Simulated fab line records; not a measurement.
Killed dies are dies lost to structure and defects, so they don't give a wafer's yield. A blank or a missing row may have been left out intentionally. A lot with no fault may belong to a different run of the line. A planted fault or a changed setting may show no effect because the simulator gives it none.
fab line records	flow sky130
[record] lots = 6	wafers = 18	lastDay = 50
route steps=708 shown NWELL@65 PAD_OPEN@708
lots that met no fault: taken from a fault-free run of the same line
startH: start of the lot's first displayed wafer, in hours after the record's first day	waitH: how many hours have passed since the lot's step before this one	" identical to the entry in the row above	L1.1+2: several wafers, shown together as one row	- no value present, or no start provided	* or withheld: withheld	< > ~ a bound
route shown NAME@n: NAME is a module with steps in the file, n the number in the route of the first one	usual: the fault-free wafers' mean and standard deviation	same: alike in all rows	chamber/n: place in a boat	sites: readings site by site	_std_site: their standard deviation	_edge_site: outer sites' mean less inner sites'	radiusMm: for every site, how far away it sits from the centre of the wafer	mask NAME#n: copy n	behind: tool/chamber where the wafer was last shaped	hold: reason for holding the lot/hours on hold/outcome of the hold	device: the transistor (n, p or np) that didn't switch	end of line: tests run on the same wafers once the route is complete	a step given without rows: its recipe and nothing more	killed: not the wafer's yield, but the dies lost to structure and defects at the first sort	map: shows each die of a wafer: x if killed, . if not, _ if none is there
set.NAME: the setting that was run; set.NAME@STEP: the one run at that earlier step	model.NAME: the simulator's own value behind a step, which no gauge read
a table for each step, a row for each wafer; lots at some steps of the route
services: from which hour (startH, from the record's first day; less than 0 if before it) a tool's chamber was out of use, for how many hours, and why
[[steps]]
[step SKY_NWELL_IMPLANT_12]
[recipe] species = P	energyKev = 120	doseCm2 = 1.3e+12	tiltDeg = withheld
[step SKY_NWELL_IMPLANT_13]
[recipe] species = P	energyKev = 50	doseCm2 = 7e+11	tiltDeg = withheld
[step SKY_NWELL_STRIP_14]
[recipe] chemistry = O2/N2	powerW = 1400	pressureMtorr = 1500	platenTempC = withheld	o2FlowSccm = 3000	n2FlowSccm = 300	overashFraction = 0.5
[usual] drypumpMotorCurrentA = 6.2/0.35	oesProductAu = 0.723/0.0041	stripTimeToEndpointS = 36.90/0.12
lot.wafer	tool	chamber	startH	waitH	drypumpMotorCurrentA	oesProductAu	rfHoursCounterH	stripTimeToEndpointS
L407.2	plasmaAsher-01	1	103.66	0.1	5.8	0.721	42	36.71
L407.5	"	1	"	"	5.8	0.720	-	36.70
L407.6	"	0	"	"	6.6	0.715	-	36.80
L410.3	plasmaAsher-04	1	120.79	0.1	5.8	0.725	-	36.94
L410.5	"	1	"	"	5.8	0.716	-	36.97
L410.6	"	0	"	"	6.6	0.725	-	36.92
L419.2	plasmaAsher-04	0	175.98	0.2	6.6	0.730	49	37.24
L419.3	"	1	"	"	5.8	0.718	-	37.16
L419.5	"	1	"	"	5.8	0.725	-	37.20
L421.2	plasmaAsher-03	0	187.61	0.1	5.9	0.720	48	36.99
L421.4	"	0	"	"	5.9	0.730	-	36.93
L421.5	"	0	"	"	5.9	0.730	-	37.01
L425.2	plasmaAsher-04	1	209.16	0.1	5.8	0.728	52	36.83
L425.5	"	0	"	"	6.6	0.723	-	36.99
L425.6	"	1	"	"	5.8	0.722	-	36.85
L426.1	plasmaAsher-04	0	228.31	0.1	6.6	0.717	54	37.03
L426.2	"	1	"	"	5.8	0.724	54	36.87
L426.3	"	0	"	"	6.6	0.725	-	36.95
[step SKY_NWELL_TW_MEAS_15]
[usual] NWELL_TW = 1830/22
lot.wafer	tool	chamber	startH	waitH	NWELL_TW
L407.2	filmMetro-03	-	103.77	0.1	1830
L407.5	"	-	"	"	1829
L407.6	"	-	"	"	1827
L410.3	filmMetro-04	-	120.88	0.1	1847
L410.5	"	-	"	"	1847
L410.6	"	-	"	"	1852
L419.2	filmMetro-04	-	176.09	0.1	1847
L419.3	"	-	"	"	1860
L419.5	"	-	"	"	1843
L421.2	filmMetro-04	-	187.72	0.1	1860
L421.4	"	-	"	"	1863
L421.5	"	-	"	"	1865
L425.2	filmMetro-02	-	209.27	0.1	1809
L425.5	"	-	"	"	1810
L425.6	"	-	"	"	1813
L426.1	filmMetro-03	-	228.41	0.1	1836
L426.2	"	-	"	"	1850
L426.3	"	-	"	"	1850
[step SKY_NWELL_DEHYDRATE_16]
[recipe] tempC = 200	timeS = 60
[step SKY_NWELL_HMDS_17]
[recipe] primeTimeS = 60	primeTempC = 120
[step SKY_NWELL_COAT_18]
[recipe] spinRpm = 2000	resistThkNm = 3000
[step SKY_NWELL_SOFTBAKE_19]
[recipe] tempC = 110	timeS = withheld
[step SKY_NWELL_EXPOSE_20]
[recipe] maskId = NWM_COMPLEMENT	na = 0.6	sourceShape = conventional	sigmaOuter = 0.6	polarization = unpolarized	targetCdNm = 840	doseMj = 260
[step SKY_NWELL_PEB_21]
[recipe] tempC = 115	timeS = withheld
[step SKY_NWELL_DEVELOP_22]
[recipe] wallAngleDeg = 90	developer = TMAH	developTimeS = 60	devTempC = 23
[step SKY_NWELL_OVL_MEAS_23]
[usual] NWELL_01_OVL = 0.9/1.4
lot.wafer	tool	chamber	startH	waitH	NWELL_01_OVL[nm]
L407.2	overlay-02	-	121.88	-	0.5
L407.5	"	-	"	"	1.1
L407.6	"	-	"	"	-0.8
L410.3	overlay-01	-	139.99	-	0.3
L410.5	"	-	"	"	0.0
L410.6	"	-	"	"	-0.4
L419.2	overlay-02	-	196.23	-	1.3
L419.3	"	-	"	"	0.0
L419.5	"	-	"	"	-0.5
L421.2	overlay-01	-	209.13	-	-0.7
L421.4	"	-	"	"	-2.3
L421.5	"	-	"	"	-0.9
L425.2	overlay-01	-	231.60	-	1.1
L425.5	"	-	"	"	0.8
L425.6	"	-	"	"	0.4
L426.1	overlay-01	-	251.14	-	0.2
L426.2	"	-	"	"	0.5
L426.3	"	-	"	"	0.0
[step SKY_NWELL_IMPLANT_24]
[recipe] species = B	energyKev = 140	doseCm2 = 9.2e+12	tiltDeg = withheld
[usual] doseIonsCm2 = 9.201e+12/1.1e+10	faradayCurrentUA = 51.8/1
lot.wafer	tool	chamber	startH	waitH	doseIonsCm2	faradayCurrentUA
L407.2	implanter-01	0	121.94	0.0	1.748e+13	99.1
L407.5	"	0	"	"	1.7467e+13	97.3
L407.6	"	0	"	"	1.7467e+13	102.6
L410.3	implanter-01	0	140.09	0.1	1.7466e+13	100.8
L410.5	"	0	"	"	1.7455e+13	98.6
L410.6	"	0	"	"	1.7473e+13	96.8
L419.2	implanter-01	0	196.29	0.0	9.197e+12	51.9
L419.3	"	0	"	"	9.208e+12	52.5
L419.5	"	0	"	"	9.2e+12	52.0
L421.2	implanter-02	0	209.19	0.0	9.207e+12	51.8
L421.4	"	0	"	"	9.198e+12	51.0
L421.5	"	0	"	"	9.209e+12	52.6
L425.2	implanter-04	0	231.65	0.0	9.193e+12	53.3
L425.5	"	0	"	"	9.192e+12	50.9
L425.6	"	0	"	"	9.183e+12	52.7
L426.1	implanter-04	0	251.17	0.0	9.201e+12	51.2
L426.2	"	0	"	"	9.204e+12	51.7
L426.3	"	0	"	"	9.181e+12	51.4
[step SKY_NWELL_STRIP_25]
[recipe] chemistry = O2/N2	powerW = 1400	pressureMtorr = 1500	platenTempC = withheld	o2FlowSccm = 3000	n2FlowSccm = 300	overashFraction = 0.5
[usual] drypumpMotorCurrentA = 6.2/0.36	oesProductAu = 0.722/0.0043	stripTimeToEndpointS = 36.88/0.11
lot.wafer	tool	chamber	startH	waitH	drypumpMotorCurrentA	oesProductAu	rfHoursCounterH	stripTimeToEndpointS
L407.2	plasmaAsher-03	0	122.06	0.1	5.9	0.716	43	36.75
L407.5	"	0	"	"	5.9	0.725	-	36.80
L407.6	"	1	"	"	6.2	0.724	-	36.74
L410.3	plasmaAsher-04	1	140.22	0.1	5.8	0.729	-	36.84
L410.5	"	0	"	"	6.6	0.725	-	36.82
L410.6	"	1	"	"	5.8	0.722	-	36.91
L419.2	plasmaAsher-04	0	196.41	0.1	6.6	0.723	51	36.78
L419.3	"	1	"	"	5.8	0.718	-	36.89
L419.5	"	1	"	"	5.8	0.715	-	36.79
L421.2	plasmaAsher-01	0	209.31	0.1	6.6	0.723	9	37.03
L421.4	"	1	"	"	5.8	0.727	-	37.02
L421.5	"	0	"	"	6.6	0.716	-	37.06
L425.2	plasmaAsher-01	1	231.78	0.1	5.8	0.711	12	37.06
L425.5	"	1	"	"	5.8	0.723	-	36.99
L425.6	"	0	"	"	6.7	0.721	-	37.04
L426.1	plasmaAsher-01	1	251.32	0.1	5.8	0.718	13	36.84
L426.2	"	0	"	"	6.7	0.729	13	36.79
L426.3	"	0	"	"	6.7	0.721	-	36.85
[step SKY_NWELL_TW_MEAS_26]
[usual] NWELL_2_TW = 498/6
lot.wafer	tool	chamber	startH	waitH	NWELL_2_TW
L407.2	filmMetro-02	-	122.17	0.1	601
L407.5	"	-	"	"	599
L407.6	"	-	"	"	601
L410.3	filmMetro-03	-	140.31	0.1	609
L410.5	"	-	"	"	612
L410.6	"	-	"	"	606
L419.2	filmMetro-02	-	196.52	0.1	493
L419.3	"	-	"	"	492
L419.5	"	-	"	"	494
L421.2	filmMetro-03	-	209.42	0.1	500
L421.4	"	-	"	"	503
L421.5	"	-	"	"	501
L425.2	filmMetro-04	-	231.89	0.1	505
L425.5	"	-	"	"	504
L425.6	"	-	"	"	505
L426.1	filmMetro-02	-	251.42	0.1	490
L426.2	"	-	"	"	491
L426.3	"	-	"	"	492
[step SKY_NWELL_CLEAN_27]
[recipe] chemistry = SC1/SC2	mix = 1:4:20	tempC = 70	timeS = 150	dry = n2Spin
[step SKY_PAD_OPEN_PROBE_99]
[usual] killed_at_M0_to_M3 = 44/7.4	killed_at_M4_up = 3.0/1.8	killedAtContacts = 24/5.1	killedAtFrontEnd = 15/4.3	killedAtOther = 0.3/0.54	killedDies = 86/9.9	killedOpen = 47/7.1	killedShort = 38/6.7
[same] grossDies = 492	killedAtBackSide = 0
lot.wafer	tool	chamber	startH	waitH	killed_at_M0_to_M3	killed_at_M4_up	killedAtContacts	killedAtFrontEnd	killedAtOther	killedDies	killedOpen	killedShort	model.etest.pfet_16v.rOnOhmUm	model.etest.resIsoPwell.rsOhmSq	model.etest.resPwellUnderGate.rsOhmSq	model.etest.nfet_16v.rOnOhmUm	model.etest.resIsoPwell.lineOhmUm	model.etest.tip_n_5v.rsOhmSq	model.etest.resDeepNwell.rsOhmSq	model.etest.resNwell.widthNm
L407.2	prober-02	-	1098.84	0.1	33	2	27	9	0	71	40	31	1.156e+04	1894	1493	1.447e+04	706.4	1485	2268	794.4
L407.5	prober-02	-	1098.99	0.2	48	2	30	17	2	99	53	46	1.166e+04	1810	1502	1.46e+04	673.5	1471	2246	786
L407.6	prober-02	-	1099.04	0.2	47	4	24	20	0	95	51	44	1.17e+04	1900	1504	1.449e+04	696.6	1477	2254	787
L410.3	prober-01	-	1118.70	0.2	44	0	22	8	0	74	47	27	1.158e+04	1848	1490	1.446e+04	690.2	1505	2322	776.4
L410.5	prober-01	-	1118.80	0.2	39	2	23	15	2	81	44	37	1.181e+04	1919	1489	1.463e+04	704.3	1510	2318	781.1
L410.6	prober-01	-	1118.85	0.2	42	2	23	8	1	76	46	30	1.165e+04	1835	1497	1.437e+04	695.5	1503	2316	778.2
L419.2	prober-01	-	1168.44	0.1	40	6	37	12	1	96	60	36	1.524e+04	3224	2288	1.4e+04	1228	1394	2210	846.3
L419.3	prober-01	-	1168.49	0.2	47	5	30	17	0	99	50	49	1.587e+04	3488	2288	1.4e+04	1309	1396	2207	848.6
L419.5	prober-01	-	1168.59	0.2	52	2	21	19	0	94	55	39	1.538e+04	3261	2283	1.399e+04	1216	1396	2211	846.6
L421.2	prober-01	-	1179.31	0.1	61	3	27	11	0	102	57	45	1.546e+04	3404	2311	1.409e+04	1294	1388	2232	846.2
L421.4	prober-01	-	1179.41	0.2	40	2	27	10	0	79	46	33	1.557e+04	3420	2313	1.398e+04	1299	1399	2224	843.6
L421.5	prober-01	-	1179.46	0.2	46	1	33	20	1	101	55	46	1.534e+04	3306	2295	1.405e+04	1232	1398	2239	839
L425.2	prober-01	-	1195.49	0.1	38	0	22	19	1	80	47	33	1.517e+04	3005	2260	1.428e+04	1121	1406	2174	838.4
L425.5	prober-01	-	1195.64	0.2	46	2	26	14	0	88	47	41	1.537e+04	3114	2285	1.425e+04	1182	1411	2189	841.4
L425.6	prober-01	-	1195.69	0.2	40	0	23	10	1	74	41	33	1.506e+04	3035	2293	1.435e+04	1123	1410	2172	834.4
L426.1	prober-02	-	1211.64	0.1	55	1	26	10	0	92	52	40	1.625e+04	4075	2279	1.413e+04	1561	1394	2170	856.5
L426.2	prober-02	-	1211.69	0.1	51	4	15	13	1	84	55	29	1.577e+04	3784	2294	1.402e+04	1443	1399	2179	851
L426.3	prober-02	-	1211.74	0.2	44	5	26	14	0	89	47	42	1.544e+04	3589	2294	1.41e+04	1379	1397	2144	850.2
// killed by level:class
L407.2 VIA1:geometricParticle:open=9 CONTACT:geometricParticle:open=9 CONTACT:geometricParticle:short=7 VIA2:geometricParticle:open=7 LOCAL_INTERCONNECT:geometricParticle:short=4 VIA2:geometricParticle:short=4 POLY_GATE:geometricParticle:open=3 LI_CONTACT:geometricParticle:open=3
L407.5 CONTACT:geometricParticle:open=12 VIA1:geometricParticle:open=8 LI_CONTACT:geometricParticle:open=7 VIA2:geometricParticle:open=7 FIELD_ISO:geometricParticle:open=5 LOCAL_INTERCONNECT:geometricParticle:short=5 METAL1:geometricParticle:short=5 VIA3:geometricParticle:open=5
L407.6 VIA1:geometricParticle:open=13 FIELD_ISO:geometricParticle:short=7 LI_CONTACT:geometricParticle:open=7 VIA1:geometricParticle:short=7 CONTACT:geometricParticle:short=6 CONTACT:geometricParticle:open=6 VIA2:geometricParticle:open=6 VIA3:geometricParticle:open=6
L410.3 VIA3:geometricParticle:open=10 VIA1:geometricParticle:open=9 CONTACT:geometricParticle:open=8 CONTACT:geometricParticle:short=7 VIA1:geometricParticle:short=5 VIA2:geometricParticle:open=5 LI_CONTACT:geometricParticle:open=4 METAL1:geometricParticle:short=4
L410.5 CONTACT:geometricParticle:open=10 LI_CONTACT:geometricParticle:open=10 METAL1:geometricParticle:short=8 VIA1:geometricParticle:open=7 METAL2:geometricParticle:short=6 POLY_GATE:geometricParticle:open=4 VIA2:geometricParticle:short=4 VIA2:geometricParticle:open=4
L410.6 VIA1:geometricParticle:open=10 CONTACT:geometricParticle:open=9 LI_CONTACT:geometricParticle:open=8 VIA2:geometricParticle:open=8 VIA1:geometricParticle:short=5 VIA3:geometricParticle:open=5 VIA3:geometricParticle:short=4 FIELD_ISO:geometricParticle:short=3
L419.2 CONTACT:geometricParticle:open=12 LI_CONTACT:geometricParticle:open=11 VIA1:geometricParticle:open=11 VIA2:geometricParticle:open=11 CONTACT:geometricParticle:short=7 POLY_GATE:geometricParticle:open=5 FIELD_ISO:geometricParticle:short=4 METAL4:geometricParticle:short=4
L419.3 VIA1:geometricParticle:open=13 LI_CONTACT:geometricParticle:open=13 VIA1:geometricParticle:short=9 FIELD_ISO:geometricParticle:short=6 CONTACT:geometricParticle:open=6 METAL2:geometricParticle:short=6 LOCAL_INTERCONNECT:geometricParticle:short=4 CONTACT:geometricParticle:short=4
L419.5 VIA1:geometricParticle:open=10 CONTACT:geometricParticle:open=8 METAL1:geometricParticle:short=8 METAL2:geometricParticle:short=7 FIELD_ISO:geometricParticle:open=6 LI_CONTACT:geometricParticle:open=6 VIA2:geometricParticle:open=6 VIA1:geometricParticle:short=5
L421.2 VIA1:geometricParticle:open=12 CONTACT:geometricParticle:open=11 VIA2:geometricParticle:open=9 VIA3:geometricParticle:open=8 METAL2:geometricParticle:short=7 LI_CONTACT:geometricParticle:open=6 METAL1:geometricParticle:short=5 VIA1:geometricParticle:short=5
L421.4 CONTACT:geometricParticle:open=13 VIA1:geometricParticle:open=9 VIA3:geometricParticle:open=7 VIA1:geometricParticle:short=6 LOCAL_INTERCONNECT:geometricParticle:short=6 VIA2:geometricParticle:open=6 CONTACT:geometricParticle:short=5 METAL2:geometricParticle:short=5
L421.5 CONTACT:geometricParticle:open=16 METAL2:geometricParticle:short=11 VIA1:geometricParticle:open=9 CONTACT:geometricParticle:short=7 POLY_GATE:geometricParticle:open=6 VIA3:geometricParticle:open=5 VIA2:geometricParticle:open=5 VIA2:geometricParticle:short=5
L425.2 LI_CONTACT:geometricParticle:open=10 VIA1:geometricParticle:open=9 FIELD_ISO:geometricParticle:open=6 METAL1:geometricParticle:short=6 CONTACT:geometricParticle:open=6 VIA1:geometricParticle:short=6 FIELD_ISO:geometricParticle:short=5 METAL2:geometricParticle:short=5
L425.5 VIA3:geometricParticle:open=13 LOCAL_INTERCONNECT:geometricParticle:short=7 VIA1:geometricParticle:short=7 VIA1:geometricParticle:open=7 CONTACT:geometricParticle:open=6 METAL2:geometricParticle:short=5 FIELD_ISO:geometricParticle:open=4 FIELD_ISO:geometricParticle:short=4
L425.6 VIA1:geometricParticle:open=10 LI_CONTACT:geometricParticle:open=8 CONTACT:geometricParticle:open=7 VIA3:geometricParticle:open=6 VIA1:geometricParticle:short=5 VIA3:geometricParticle:short=5 VIA2:geometricParticle:open=4 METAL1:geometricParticle:short=4
L426.1 VIA1:geometricParticle:open=12 CONTACT:geometricParticle:open=12 METAL2:geometricParticle:short=9 VIA1:geometricParticle:short=8 LI_CONTACT:geometricParticle:open=6 VIA3:geometricParticle:open=6 VIA2:geometricParticle:open=5 CONTACT:geometricParticle:short=4
L426.2 VIA3:geometricParticle:open=14 VIA1:geometricParticle:open=10 VIA2:geometricParticle:open=9 CONTACT:geometricParticle:open=6 FIELD_ISO:geometricParticle:short=4 POLY_GATE:geometricParticle:open=4 LI_CONTACT:geometricParticle:open=4 METAL3:geometricParticle:short=4
L426.3 VIA1:geometricParticle:open=14 CONTACT:geometricParticle:open=8 FIELD_ISO:geometricParticle:short=7 LI_CONTACT:geometricParticle:open=7 METAL1:geometricParticle:short=6 VIA3:geometricParticle:open=6 CONTACT:geometricParticle:short=5 METAL2:geometricParticle:open=5
[[services]]
tool	chamber	startH	hours	kind
implanter-01	-	97.18	10.6	repair
plasmaAsher-01	-	108.75	9.0	pm
plasmaAsher-01	0	108.75	9.0	ventCycle
plasmaAsher-01	1	108.75	9.0	ventCycle
plasmaAsher-01	0	117.75	-	clean
plasmaAsher-01	1	117.75	-	clean
implanter-04	-	124.15	3.8	repair
implanter-04	-	133.44	10.2	repair
implanter-02	-	143.18	3.3	pm
plasmaAsher-03	-	144.88	0.7	repair
plasmaAsher-03	-	156.42	13.1	repair
implanter-01	-	158.94	7.6	repair
plasmaAsher-03	-	168.40	0.4	repair
implanter-01	-	183.72	6.3	repair
implanter-02	-	194.94	1.6	repair
plasmaAsher-03	-	213.50	2.7	repair
implanter-01	-	251.33	5.2	pm
[[key]]
[firstSign] step = SKY_NWELL_IMPLANT_24	reading = doseIonsCm2	direction = up	sigmas = 99+	usual = *	struck = *
[effect] step = SKY_NWELL_IMPLANT_24	reading = faradayCurrentUA	direction = up	sigmas = 47	usual = 51.8	struck = 99.2
[effect] step = SKY_NWELL_TW_MEAS_26	reading = NWELL_2_TW	direction = up	sigmas = 18	usual = 498	struck = 605
[modelEffect] step = SKY_PAD_OPEN_PROBE_99	value = etest.pfet_16v.rOnOhmUm	without = 1.53e+04	struck = 1.166e+04
metAt SKY_NWELL_IMPLANT_24
struckWafers L407.2,L407.5,L407.6,L410.3,L410.5,L410.6
testerLeftOut L407,L410
[fault] kind = processParameterDrift	tool = implanter-01	chamber = -	onsetH = 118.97	steps = SKY_NWELL_IMPLANT_24	channel = doseCm2	offset = *	shape = step	endH = 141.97	actsIn = *	stated = *
// testerLeftOut: of these lots the tester's yield and bins aren't shown, on N5 and GAA mostly nor the transistor test; their killed dies are dies lost to structure and defects alone, not to doping, threshold or leakage, so they don't give the yield
